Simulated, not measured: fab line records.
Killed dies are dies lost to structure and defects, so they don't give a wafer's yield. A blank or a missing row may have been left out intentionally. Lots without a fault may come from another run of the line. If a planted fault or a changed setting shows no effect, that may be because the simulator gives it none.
fab line records -- flow sky130
record: lots: 6, wafers: 18, lastDay: 50
route steps=708 shown LI_CONTACT@370 PAD_OPEN@708
lots with no fault: from the same line, run without faults
startH: hours from the record's opening day to when the first of the lot's shown wafers began -- waitH: time in hours since the lot's previous step -- " as in the row above -- L1.1+2: one row covering several wafers at once -- - no value, or no start given -- * or withheld: withheld -- < > ~ a bound
route shown NAME@n: a module of which the file shows steps, and the number in the route of the first -- usual: average and standard deviation across the fault-free wafers -- same: alike in all rows -- chamber/n: place in a boat -- sites: per-site readings -- _std_site: standard deviation of those values -- _edge_site: the outer-site mean with the inner-site mean subtracted -- radiusMm: how far each site lies from the wafer's centre -- mask NAME#n: copy n -- behind: tool/chamber where the wafer was last shaped -- hold: why the lot was held/for how many hours/how that ended -- device: which transistor (n, p or np) failed to switch -- end of line: tests run on the same wafers once the route is complete -- where a step has no rows: the recipe by itself -- killed: at the first sort, the dies lost to defects and structure; wafer yield is something else -- map: the dies of a wafer, with x for killed, . for not killed, _ for no die there
set.NAME: the setting as run; set.NAME@STEP: as run at that earlier step -- model.NAME: the simulator's own value behind a step, which no gauge read
lots at selected steps of the route; one table per step, one row per wafer
services: a tool's chamber out of use, with start hour (startH, from the record's first day; less than 0 if before it), hours out, and reason
== steps ==
step: SKY_LI_CONTACT_SOFTBAKE_08
recipe: tempC: 99.23, timeS: 90, resist: KrF-thick
step: SKY_LI_CONTACT_EXPOSE_09
recipe: maskId: LICM1, na: 0.8, sourceShape: annular, sigmaInner: 0.55, sigmaOuter: 0.85, targetCdNm: 170, doseMj: 38
step: SKY_LI_CONTACT_PEB_10
recipe: pebTempC: withheld, pebTimeS: withheld, resist: KrF-thick
step: SKY_LI_CONTACT_DEVELOP_11
recipe: developTimeS: 60, resist: KrF-thick, devTempC: 21
step: SKY_LI_CONTACT_CD_MEAS_12
recipe: targetCdNm: 170
usual: cdNm: 170.1/1.6
lot.wafer,tool,chamber,startH,waitH,cdNm
L701.3,cdSem-02,-,728.56,-,169.0
L701.4,cdSem-02,-,728.56,-,166.7
L701.5,cdSem-02,-,728.56,-,169.0
L707.2,cdSem-02,-,775.09,-,169.5
L707.3,cdSem-02,-,775.09,-,168.2
L707.4,cdSem-02,-,775.09,-,168.5
L708.1,cdSem-02,-,780.62,-,168.0
L708.2,cdSem-02,-,780.62,-,165.8
L708.5,cdSem-02,-,780.62,-,167.8
L710.2,cdSem-02,-,790.34,-,168.7
L710.4,cdSem-02,-,790.34,-,169.9
L710.6,cdSem-02,-,790.34,-,169.8
L712.1,cdSem-01,-,806.27,-,171.8
L712.4,cdSem-01,-,806.27,-,172.0
L712.5,cdSem-01,-,806.27,-,171.3
L716.3,cdSem-02,-,840.30,-,169.0
L716.5,cdSem-02,-,840.30,-,169.8
L716.6,cdSem-02,-,840.30,-,169.7
step: SKY_LI_CONTACT_OVL_MEAS_13
usual: LI_CONTACT_OVL: -1/5.3
lot.wafer,tool,chamber,startH,waitH,LI_CONTACT_OVL[nm]
L701.3,overlay-01,-,728.65,0.1,-4
L701.4,overlay-01,-,728.65,0.1,-1
L701.5,overlay-01,-,728.65,0.1,-2
L707.2,overlay-01,-,775.19,0.1,-4
L707.3,overlay-01,-,775.19,0.1,-2
L707.4,overlay-01,-,775.19,0.1,-9
L708.1,overlay-02,-,780.74,0.1,2
L708.2,overlay-02,-,780.74,0.1,9
L708.5,overlay-02,-,780.74,0.1,-4
L710.2,overlay-02,-,790.44,0.1,6
L710.4,overlay-02,-,790.44,0.1,-7
L710.6,overlay-02,-,790.44,0.1,4
L712.1,overlay-01,-,806.39,0.1,5
L712.4,overlay-01,-,806.39,0.1,5
L712.5,overlay-01,-,806.39,0.1,3
L716.3,overlay-02,-,840.39,0.1,-5
L716.5,overlay-02,-,840.39,0.1,1
L716.6,overlay-02,-,840.39,0.1,0
step: SKY_LI_CONTACT_ETCH_14
recipe: chemistry: N2/H2, target: BARC, ionEnergyEv: 200, sourceW: 500, biasW: 100, pressureMtorr: 30, n2FlowSccm: 100, h2FlowSccm: 200, stopOn: SiO2, timeS: 45.9, targetDepthA: 600
usual: drypumpMotorCurrentA: 5.8/0.44, oesProductAu: 0.855/0.0046, throttleValvePct: 13.226/0.0093
lot.wafer,tool,chamber,startH,waitH,drypumpMotorCurrentA,oesProductAu,rfHoursCounterH,throttleValvePct
L701.3,rieDiel-01,3,728.67,0.0,4.8,0.854,12,13.228
L701.4,rieDiel-01,2,728.67,0.0,5.3,0.849,42,13.230
L701.5,rieDiel-01,3,728.67,0.0,4.8,0.856,-,13.238
L707.2,rieDiel-04,3,775.22,0.0,5.1,0.855,12,13.238
L707.3,rieDiel-04,2,775.22,0.0,5.7,0.865,11,13.231
L707.4,rieDiel-04,1,775.22,0.0,5.8,0.857,4,13.229
L708.1,rieDiel-03,2,780.77,0.0,6.4,0.851,10,13.216
L708.2,rieDiel-03,0,780.77,0.0,5.8,0.865,8,13.235
L708.5,rieDiel-03,0,780.77,0.0,5.8,0.853,-,13.212
L710.2,rieDiel-04,2,790.47,0.0,5.7,0.852,12,13.227
L710.4,rieDiel-04,1,790.47,0.0,5.8,0.860,5,13.216
L710.6,rieDiel-04,0,790.47,0.0,6.1,0.850,-,13.234
L712.1,rieDiel-04,0,806.42,0.0,6.1,0.858,15,13.221
L712.4,rieDiel-04,2,806.42,0.0,5.7,0.861,12,13.225
L712.5,rieDiel-04,2,806.42,0.0,5.6,0.854,-,13.224
L716.3,rieDiel-01,2,840.41,0.0,5.3,0.853,1,13.229
L716.5,rieDiel-01,1,840.41,0.0,5.9,0.853,-,13.216
L716.6,rieDiel-01,0,840.41,0.0,5.8,0.850,-,13.229
step: SKY_LI_CONTACT_ETCH_15
recipe: target: PSG, chemistry: C4F8/O2/Ar, stopOn: Si, taperDeg: 4.15, maskMaterial: KrF-thick, sourceW: 1500, biasW: 1200, pressureMtorr: 40, c4f8FlowSccm: withheld, O2_flow_sccm: 6, Ar_flow_sccm: 300, timeS: withheld, targetDepthA: 6000
usual: oesProductAu: 0.836/0.0045
lot.wafer,tool,chamber,startH,waitH,oesProductAu
L701.3,rieDiel-01,3,728.71,0.0,0.834
L701.4,rieDiel-01,2,728.71,0.0,0.841
L701.5,rieDiel-01,3,728.71,0.0,0.838
L707.2,rieDiel-04,3,775.26,0.0,0.837
L707.3,rieDiel-04,2,775.26,0.0,0.834
L707.4,rieDiel-04,1,775.26,0.0,0.831
L708.1,rieDiel-03,2,780.81,0.0,0.829
L708.2,rieDiel-03,0,780.81,0.0,0.837
L708.5,rieDiel-03,0,780.81,0.0,0.841
L710.2,rieDiel-04,2,790.51,0.0,0.834
L710.4,rieDiel-04,1,790.51,0.0,0.841
L710.6,rieDiel-04,0,790.51,0.0,0.837
L712.1,rieDiel-04,0,806.46,0.0,0.840
L712.4,rieDiel-04,2,806.46,0.0,0.841
L712.5,rieDiel-04,2,806.46,0.0,0.842
L716.3,rieDiel-01,2,840.46,0.0,0.827
L716.5,rieDiel-01,1,840.46,0.0,0.832
L716.6,rieDiel-01,0,840.46,0.0,0.830
step: SKY_LI_CONTACT_STRIP_16
recipe: chemistry: O2/N2, powerW: 1400, pressureMtorr: 1500, platenTempC: withheld, o2FlowSccm: 3000, n2FlowSccm: 300, overashFraction: 0.5
usual: drypumpMotorCurrentA: 5.7/0.49, o2FlowSccm: 3001/10, oesProductAu: 0.376/0.0048, stripTimeToEndpointS: 3.51/0.031
lot.wafer,tool,chamber,startH,waitH,drypumpMotorCurrentA,o2FlowSccm,oesProductAu,rfHoursCounterH,stripTimeToEndpointS
L701.3,plasmaAsher-03,1,728.83,-,5.9,3015,0.374,-,3.46
L701.4,plasmaAsher-03,0,728.83,-,6.0,3000,0.371,-,3.48
L701.5,plasmaAsher-03,1,728.83,-,5.8,2997,0.378,-,3.47
L707.2,plasmaAsher-02,0,775.35,-,5.2,3008,0.371,3,3.47
L707.3,plasmaAsher-02,0,775.35,-,5.2,2989,0.375,-,3.53
L707.4,plasmaAsher-02,1,775.35,-,6.4,2985,0.373,-,3.52
L708.1,plasmaAsher-04,0,780.90,-,5.0,3018,0.387,37,3.52
L708.2,plasmaAsher-04,1,780.90,-,5.6,3006,0.372,37,3.50
L708.5,plasmaAsher-04,1,780.90,-,5.6,2994,0.371,-,3.51
L710.2,plasmaAsher-02,1,790.60,-,6.5,3006,0.380,5,3.53
L710.4,plasmaAsher-02,1,790.60,-,6.5,2994,0.378,-,3.48
L710.6,plasmaAsher-02,0,790.60,-,5.2,3002,0.375,-,3.51
L712.1,plasmaAsher-04,1,806.55,-,5.7,2990,0.376,39,3.55
L712.4,plasmaAsher-04,0,806.55,-,5.0,3002,0.376,-,3.53
L712.5,plasmaAsher-04,1,806.55,-,5.6,3010,0.383,-,3.54
L716.3,plasmaAsher-04,1,840.58,-,5.6,3014,0.380,-,3.55
L716.5,plasmaAsher-04,1,840.58,-,5.7,3007,0.375,-,3.50
L716.6,plasmaAsher-04,0,840.58,-,5.0,2999,0.375,-,3.51
step: SKY_LI_CONTACT_CLEAN_17
recipe: chemistry: NMP, timeS: 600, tempC: 60, dry: n2Spin
step: SKY_LI_CONTACT_PRE_CLEAN_18
recipe: gas: Ar, timeS: 5.6, biasV: 358
step: SKY_LI_CONTACT_SPUTTER_19
recipe: material: Ti, targetThkNm: 20, chamberPressurePa: 5, powerW: 2500, substrateTempC: 200, timeS: 106.37
usual: cathodeDcPowerW: 2500.0/0.39, chamberPressurePa: 5.001/0.0098, substrateTempC: 200.01/0.15, throttleValvePct: 29.9/1.1
lot.wafer,tool,chamber,startH,waitH,cathodeDcPowerW,chamberPressurePa,substrateTempC,throttleValvePct
L701.3,pvdSputter-02,-,729.09,0.0,2500.3,5.002,199.85,31.3
L701.4,pvdSputter-02,-,729.09,0.0,2499.8,5.017,200.01,29.9
L701.5,pvdSputter-02,-,729.09,0.0,2500.1,5.018,199.92,29.9
L707.2,pvdSputter-02,-,775.66,0.0,2499.6,4.969,200.12,30.2
L707.3,pvdSputter-02,-,775.66,0.0,2499.5,4.999,199.93,29.6
L707.4,pvdSputter-02,-,775.66,0.0,2500.0,5.002,200.06,31.0
L708.1,pvdSputter-02,-,781.21,0.0,2499.6,5.004,199.76,29.6
L708.2,pvdSputter-02,-,781.21,0.0,2499.1,4.979,199.78,29.9
L708.5,pvdSputter-02,-,781.21,0.0,2500.0,5.002,199.94,30.7
L710.2,pvdSputter-02,-,790.89,0.0,2499.8,5.013,199.93,29.8
L710.4,pvdSputter-02,-,790.89,0.0,2499.9,5.011,199.99,29.3
L710.6,pvdSputter-02,-,790.89,0.0,2500.1,5.005,199.97,29.9
L712.1,pvdSputter-01,-,806.84,0.0,2499.9,5.010,199.96,28.3
L712.4,pvdSputter-01,-,806.84,0.0,2500.5,5.000,200.00,30.1
L712.5,pvdSputter-01,-,806.84,0.0,2499.7,5.016,200.01,30.4
L716.3,pvdSputter-02,-,840.84,0.0,2500.0,4.993,200.13,29.7
L716.5,pvdSputter-02,-,840.84,0.0,2500.2,5.003,199.88,31.2
L716.6,pvdSputter-02,-,840.84,0.0,2499.6,4.990,199.93,29.5
step: SKY_LI_CONTACT_SPUTTER_20
recipe: material: TiN, targetThkNm: 20, chamberPressurePa: 5, powerW: 4000, timeS: 80
usual: cathodeDcPowerW: 4000.0/0.74, chamberPressurePa: 5.001/0.01, throttleValvePct: 29.9/1.1
lot.wafer,tool,chamber,startH,waitH,cathodeDcPowerW,chamberPressurePa,throttleValvePct
L701.3,pvdSputter-02,-,729.17,0.0,4000.0,4.987,31.1
L701.4,pvdSputter-02,-,729.17,0.0,4000.5,4.992,29.9
L701.5,pvdSputter-02,-,729.17,0.0,3999.4,5.014,30.1
L707.2,pvdSputter-02,-,775.74,0.0,-,-,-
L707.3,pvdSputter-02,-,775.74,0.0,-,-,-
L707.4,pvdSputter-02,-,775.74,0.0,-,-,-
L708.1,pvdSputter-02,-,781.29,0.0,-,-,-
L708.2,pvdSputter-02,-,781.29,0.0,-,-,-
L708.5,pvdSputter-02,-,781.29,0.0,-,-,-
L710.2,pvdSputter-02,-,790.97,0.0,3999.2,4.994,29.7
L710.4,pvdSputter-02,-,790.97,0.0,4000.4,5.008,29.5
L710.6,pvdSputter-02,-,790.97,0.0,4000.3,4.976,30.0
L712.1,pvdSputter-01,-,806.92,0.0,3999.2,5.012,28.8
L712.4,pvdSputter-01,-,806.92,0.0,3999.8,5.013,30.1
L712.5,pvdSputter-01,-,806.92,0.0,4000.2,5.004,30.4
L716.3,pvdSputter-02,-,840.91,0.0,4000.2,5.017,29.4
L716.5,pvdSputter-02,-,840.91,0.0,3999.6,4.996,31.0
L716.6,pvdSputter-02,-,840.91,0.0,3999.5,5.001,29.3
step: SKY_LI_CONTACT_CVD_21
recipe: material: W, targetThkNm: 400, timeS: 120.56, tempC: 400, pressureTorr: 40
usual: heaterPowerW: 806/85
lot.wafer,tool,chamber,startH,waitH,heaterPowerW
L701.3,cvdW-01,0,729.27,0.1,938
L701.4,cvdW-01,1,729.27,0.1,699
L701.5,cvdW-01,0,729.27,0.1,908
L707.2,cvdW-01,0,775.80,0.0,917
L707.3,cvdW-01,0,775.80,0.0,960
L707.4,cvdW-01,1,775.80,0.0,707
L708.1,cvdW-01,0,781.35,0.0,931
L708.2,cvdW-01,1,781.35,0.0,701
L708.5,cvdW-01,1,781.35,0.0,727
L710.2,cvdW-02,0,791.03,0.0,768
L710.4,cvdW-02,0,791.03,0.0,776
L710.6,cvdW-02,1,791.03,0.0,806
L712.1,cvdW-01,0,806.98,0.0,914
L712.4,cvdW-01,1,806.98,0.0,713
L712.5,cvdW-01,1,806.98,0.0,703
L716.3,cvdW-01,0,841.02,0.1,955
L716.5,cvdW-01,0,841.02,0.1,942
L716.6,cvdW-01,1,841.02,0.1,711
step: SKY_PAD_OPEN_PROBE_99
usual: killed_at_M0_to_M3: 44/6.6, killed_at_M4_up: 3.0/2, killedAtContacts: 24/5.1, killedAtFrontEnd: 15/4.1, killedAtOther: 0.4/0.62, killedDies: 86/9.3, killedOnRim: 17/3.7, killedOpen: 46/6.8, killedShort: 40/5.8
same: grossDies: 492, killedAtBackSide: 0
lot.wafer,tool,chamber,startH,waitH,killed_at_M0_to_M3,killed_at_M4_up,killedAtContacts,killedAtFrontEnd,killedAtOther,killedDies,killedOnRim,killedOpen,killedShort
L701.3,prober-01,-,1113.03,0.2,32,1,26,19,0,78,16,44,32
L701.4,prober-01,-,1113.08,0.2,39,0,31,19,0,89,18,45,44
L701.5,prober-01,-,1113.13,0.2,40,7,21,20,0,88,20,50,38
L707.2,prober-02,-,1147.70,0.1,32,5,438,17,0,492,96,41,38
L707.3,prober-02,-,1147.75,0.2,47,1,435,7,2,492,96,38,47
L707.4,prober-02,-,1147.80,0.2,39,4,436,13,0,492,96,45,43
L708.1,prober-01,-,1150.50,0.1,41,1,433,17,0,492,96,42,37
L708.2,prober-01,-,1150.55,0.1,54,6,426,6,0,492,96,45,43
L708.5,prober-01,-,1150.70,0.2,45,2,431,14,0,492,96,42,43
L710.2,prober-01,-,1159.92,0.1,42,8,22,9,0,81,16,36,45
L710.4,prober-01,-,1160.02,0.2,36,1,17,18,0,72,18,42,30
L710.6,prober-01,-,1160.12,0.2,33,4,35,10,0,82,10,42,40
L712.1,prober-01,-,1169.38,0.1,41,1,18,20,1,81,17,41,40
L712.4,prober-01,-,1169.53,0.2,38,1,31,13,1,84,20,52,32
L712.5,prober-01,-,1169.58,0.2,27,3,28,18,1,77,19,40,37
killed by level:class
L701.3 CONTACT:geometricParticle:open=11 LI_CONTACT:geometricParticle:open=7 VIA2:geometricParticle:open=7 METAL2:geometricParticle:short=5 LOCAL_INTERCONNECT:geometricParticle:short=5 VIA3:geometricParticle:open=5 FIELD_ISO:geometricParticle:open=4 SPACER:geometricParticle:open=4
L701.4 CONTACT:geometricParticle:open=9 LI_CONTACT:geometricParticle:short=8 LI_CONTACT:geometricParticle:open=7 VIA2:geometricParticle:short=6 VIA1:geometricParticle:open=6 VIA3:geometricParticle:open=6 POLY_GATE:geometricParticle:short=4 POLY_GATE:geometricParticle:open=4
L701.5 LI_CONTACT:geometricParticle:open=7 VIA3:geometricParticle:open=7 CONTACT:geometricParticle:open=6 VIA1:geometricParticle:open=6 POLY_GATE:geometricParticle:short=5 LOCAL_INTERCONNECT:geometricParticle:short=5 POLY_GATE:geometricParticle:open=4 VIA1:geometricParticle:short=4
L707.2 LI_CONTACT:areaSputter=409 CONTACT:geometricParticle:open=11 LI_CONTACT:geometricParticle:open=8 CONTACT:geometricParticle:short=7 VIA1:geometricParticle:open=6 METAL2:geometricParticle:short=5 FIELD_ISO:geometricParticle:short=4 POLY_GATE:geometricParticle:open=4
L707.3 LI_CONTACT:areaSputter=406 METAL2:geometricParticle:short=9 CONTACT:geometricParticle:open=8 CONTACT:geometricParticle:short=7 VIA3:geometricParticle:open=7 VIA1:geometricParticle:short=6 LI_CONTACT:geometricParticle:short=5 LI_CONTACT:geometricParticle:open=5
L707.4 LI_CONTACT:areaSputter=404 VIA1:geometricParticle:open=11 CONTACT:geometricParticle:open=10 METAL1:geometricParticle:short=9 CONTACT:geometricParticle:short=8 LI_CONTACT:geometricParticle:open=7 LOCAL_INTERCONNECT:geometricParticle:short=6 METAL2:geometricParticle:short=5
L708.1 LI_CONTACT:areaSputter=413 VIA3:geometricParticle:open=9 VIA1:geometricParticle:short=8 LI_CONTACT:geometricParticle:open=7 FIELD_ISO:geometricParticle:open=6 VIA2:geometricParticle:open=6 CONTACT:geometricParticle:short=6 POLY_GATE:geometricParticle:short=4
L708.2 LI_CONTACT:areaSputter=404 VIA2:geometricParticle:open=11 METAL1:geometricParticle:short=10 VIA1:geometricParticle:open=8 CONTACT:geometricParticle:open=8 LI_CONTACT:geometricParticle:open=7 VIA3:geometricParticle:open=6 METAL4:geometricParticle:short=5
L708.5 LI_CONTACT:areaSputter=407 VIA1:geometricParticle:open=9 CONTACT:geometricParticle:open=8 VIA1:geometricParticle:short=7 LI_CONTACT:geometricParticle:open=6 METAL2:geometricParticle:short=6 VIA3:geometricParticle:open=6 FIELD_ISO:geometricParticle:short=4
L710.2 VIA1:geometricParticle:open=8 VIA2:geometricParticle:open=8 METAL4:geometricParticle:short=7 CONTACT:geometricParticle:short=6 LI_CONTACT:geometricParticle:open=5 METAL1:geometricParticle:short=5 VIA3:geometricParticle:short=5 LI_CONTACT:geometricParticle:short=4
L710.4 FIELD_ISO:geometricParticle:open=8 VIA2:geometricParticle:open=8 CONTACT:geometricParticle:open=7 VIA3:geometricParticle:open=6 POLY_GATE:geometricParticle:short=5 VIA1:geometricParticle:short=4 VIA1:geometricParticle:open=4 VIA3:geometricParticle:short=4
L710.6 CONTACT:geometricParticle:short=11 CONTACT:geometricParticle:open=10 VIA2:geometricParticle:open=7 VIA3:geometricParticle:open=7 LI_CONTACT:geometricParticle:short=5 LI_CONTACT:geometricParticle:open=5 VIA1:geometricParticle:open=5 LOCAL_INTERCONNECT:geometricParticle:short=4
L712.1 LI_CONTACT:geometricParticle:open=7 VIA1:geometricParticle:open=7 FIELD_ISO:geometricParticle:short=6 VIA1:geometricParticle:short=6 METAL3:geometricParticle:short=6 CONTACT:geometricParticle:open=5 METAL1:geometricParticle:short=5 METAL2:geometricParticle:short=5
L712.4 LI_CONTACT:geometricParticle:open=11 CONTACT:geometricParticle:open=10 VIA1:geometricParticle:open=10 METAL2:geometricParticle:short=7 CONTACT:geometricParticle:short=4 VIA2:geometricParticle:open=4 VIA3:geometricParticle:open=4 FIELD_ISO:geometricParticle:open=3
L712.5 CONTACT:geometricParticle:open=11 LI_CONTACT:geometricParticle:open=7 METAL1:geometricParticle:short=6 VIA1:geometricParticle:open=6 LOCAL_INTERCONNECT:geometricParticle:short=5 FIELD_ISO:geometricParticle:open=4 FIELD_ISO:geometricParticle:short=4 VIA1:geometricParticle:short=4
map L707.2 (x killed, . not)
__________xxxxxxxxxx_________
________xxxxxxxxxxxxxx_______
______xxxxxxxxxxxxxxxxxx_____
_____xxxxxxxxxxxxxxxxxxxx____
____xxxxxxxxxxxxxxxxxxxxxx___
___xxxxxxxxxxxxxxxxxxxxxxxx__
__xxxxxxxxxxxxxxxxxxxxxxxxxx_
_xxxxxxxxxxxxxxxxxxxxxxxxxxxx
_xxxxxxxxxxxxxxxxxxxxxxxxxxxx
_xxxxxxxxxxxxxxxxxxxxxxxxxxxx
_xxxxxxxxxxxxxxxxxxxxxxxxxxxx
_xxxxxxxxxxxxxxxxxxxxxxxxxxxx
_xxxxxxxxxxxxxxxxxxxxxxxxxxxx
_xxxxxxxxxxxxxxxxxxxxxxxxxxxx
_xxxxxxxxxxxxxxxxxxxxxxxxxxxx
__xxxxxxxxxxxxxxxxxxxxxxxxxx_
___xxxxxxxxxxxxxxxxxxxxxxxx__
____xxxxxxxxxxxxxxxxxxxxxx___
_____xxxxxxxxxxxxxxxxxxxx____
______xxxxxxxxxxxxxxxxxx_____
________xxxxxxxxxxxxxx_______
__________xxxxxxxxxx_________
map L708.1 (x killed, . not)
__________xxxxxxxxxx_________
________xxxxxxxxxxxxxx_______
______xxxxxxxxxxxxxxxxxx_____
_____xxxxxxxxxxxxxxxxxxxx____
____xxxxxxxxxxxxxxxxxxxxxx___
___xxxxxxxxxxxxxxxxxxxxxxxx__
__xxxxxxxxxxxxxxxxxxxxxxxxxx_
_xxxxxxxxxxxxxxxxxxxxxxxxxxxx
_xxxxxxxxxxxxxxxxxxxxxxxxxxxx
_xxxxxxxxxxxxxxxxxxxxxxxxxxxx
_xxxxxxxxxxxxxxxxxxxxxxxxxxxx
_xxxxxxxxxxxxxxxxxxxxxxxxxxxx
_xxxxxxxxxxxxxxxxxxxxxxxxxxxx
_xxxxxxxxxxxxxxxxxxxxxxxxxxxx
_xxxxxxxxxxxxxxxxxxxxxxxxxxxx
__xxxxxxxxxxxxxxxxxxxxxxxxxx_
___xxxxxxxxxxxxxxxxxxxxxxxx__
____xxxxxxxxxxxxxxxxxxxxxx___
_____xxxxxxxxxxxxxxxxxxxx____
______xxxxxxxxxxxxxxxxxx_____
________xxxxxxxxxxxxxx_______
__________xxxxxxxxxx_________
== services ==
tool,chamber,startH,hours,kind
rieDiel-04,-,719.00,2.5,repair
rieDiel-04,0,733.10,4.0,repair
plasmaAsher-02,-,733.75,9.0,pm
plasmaAsher-02,-,737.95,3.9,repair
rieDiel-04,2,738.13,6.0,repair
plasmaAsher-02,-,741.57,0.5,repair
cvdW-02,1,742.08,6.8,repair
pvdSputter-01,-,744.41,60.3,repair
pvdSputter-01,-,748.20,5.6,repair
cvdW-01,-,753.35,6.0,pm
rieDiel-01,0,754.81,5.5,repair
rieDiel-01,2,769.16,7.5,repair
rieDiel-01,2,776.66,-,clean
rieDiel-01,2,776.66,18.4,scheduledDown
rieDiel-03,3,784.35,4.3,repair
cvdW-01,-,795.52,3.8,pm
rieDiel-01,1,797.64,8.1,repair
rieDiel-03,3,822.77,11.0,repair
rieDiel-01,-,824.12,0.4,repair
pvdSputter-02,3,832.59,-,consumableReplace:kit
pvdSputter-02,3,832.59,18.0,scheduledDown
pvdSputter-02,3,832.59,18.0,ventCycle
plasmaAsher-02,-,833.90,2.6,repair
rieDiel-03,0,836.64,2.2,repair
== key ==
firstSign: step: SKY_LI_CONTACT_SPUTTER_20, reading: toolRecord, direction: missing
effect: step: SKY_PAD_OPEN_PROBE_99, reading: killedAtContacts, direction: up, sigmas: 80, usual: 24, struck: 433
moreKillsBornAt: SKY_LI_CONTACT_SPUTTER_20@pvdSputter-02: 2437
metAt SKY_LI_CONTACT_SPUTTER_20
struckWafers L707.2,L707.3,L707.4,L708.1,L708.2,L708.5
laterRowsLeftOut L707.2,L707.3,L707.4,L708.1,L708.2,L708.5
testerLeftOut L707,L708
onsetBetween 729.17 775.74
fault: kind: skippedStepWhole, tool: pvdSputter-02, chamber: -, onsetH: 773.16, steps: SKY_LI_CONTACT_SPUTTER_20, scope: struckLotsOnly
testerLeftOut: of these lots the tester's yield and bins aren't shown, on N5 and GAA mostly nor the transistor test; their killed dies are dies lost to structure and defects alone, not to doping, threshold or leakage, so they don't give the yield
laterRowsLeftOut: the simulator's readings of these wafers behind a module that went badly wrong aren't trusted and aren't shown, but for the sort
